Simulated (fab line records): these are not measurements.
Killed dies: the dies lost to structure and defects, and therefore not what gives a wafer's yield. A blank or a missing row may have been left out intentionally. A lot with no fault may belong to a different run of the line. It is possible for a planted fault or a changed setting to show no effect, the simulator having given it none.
What tool caused it? | flow gf180mcu | 14 lots, 42 wafers sampled, at 1 step of a route of 602

WHAT THE GAUGES READ, wafer by wafer
GF_POLY_GATE_THK_MEAS_17.
lot  | measured     | on            | POLY_GATE_OXIDATION_THK (nm)
L935 | day 9 06:39  | film metro-01 | 4.12 4.13 4.13
L936 | day 9 12:25  | film metro-01 | 4.01 4.04 4.09
L937 | day 9 19:23  | film metro-02 | 3.90 3.89 3.88
L940 | day 10 19:19 | film metro-01 | 3.97 3.97 3.89
L941 | day 11 00:37 | film metro-01 | 4.04 4.05 3.98
L945 | day 12 10:38 | film metro-01 | 3.90 3.94 3.89
L946 | day 12 13:24 | film metro-02 | 3.96 3.98 4.03
L949 | day 13 15:23 | film metro-03 | 3.81 3.86 3.88
L950 | day 13 21:49 | film metro-02 | 3.93 4.06 3.92
L952 | day 14 09:18 | film metro-03 | 4.05 4.01 4.11
L953 | day 14 22:14 | film metro-01 | 3.94 3.91 3.90
L954 | day 15 02:25 | film metro-01 | 3.92 3.90 4.00
L956 | day 15 14:27 | film metro-03 | 3.95 4.00 4.00
L957 | day 15 23:57 | film metro-03 | 4.12 4.14 4.01

WHAT TOOL EACH LOT RAN ON (gives the tool, then ch and the chambers of the sampled wafers, and finally the start)
There is no process step in the record ahead of these readings.

WHAT THE TOOLS THEMSELVES READ (means of the sampled wafers that have a number; where no wafer has one, the mark that the record gives instead)
The record holds no such reading with a usual standard deviation.

THE ANSWER, worked out from the rows above alone
Rule: the usual values come from the lots themselves. Put in order of their means at a reading, lots are off if they are a third of the lots or fewer, leave a main group of 4 or more, and stand apart from it by a gap of 3 or more times the standard deviation of the main group's means; of several such gaps the widest counts. A main group whose means are all the same, to the digits that the tables above print for the reading, isn't used. Also off: a lot with no number at a reading for which 4 or more lots have one. Any other lot the step has rows for is counted as sound. Order of review: gauges by route order, followed by the tools' own readings, for which a lot's mean as printed above is used. At the first step where some lot is off, the reading lying furthest off is the one used; lots without a number count as furthest.
Nothing can be told from this: no lot is off at any reading shown.

WHAT WAS PUT IN BY THE SIMULATOR
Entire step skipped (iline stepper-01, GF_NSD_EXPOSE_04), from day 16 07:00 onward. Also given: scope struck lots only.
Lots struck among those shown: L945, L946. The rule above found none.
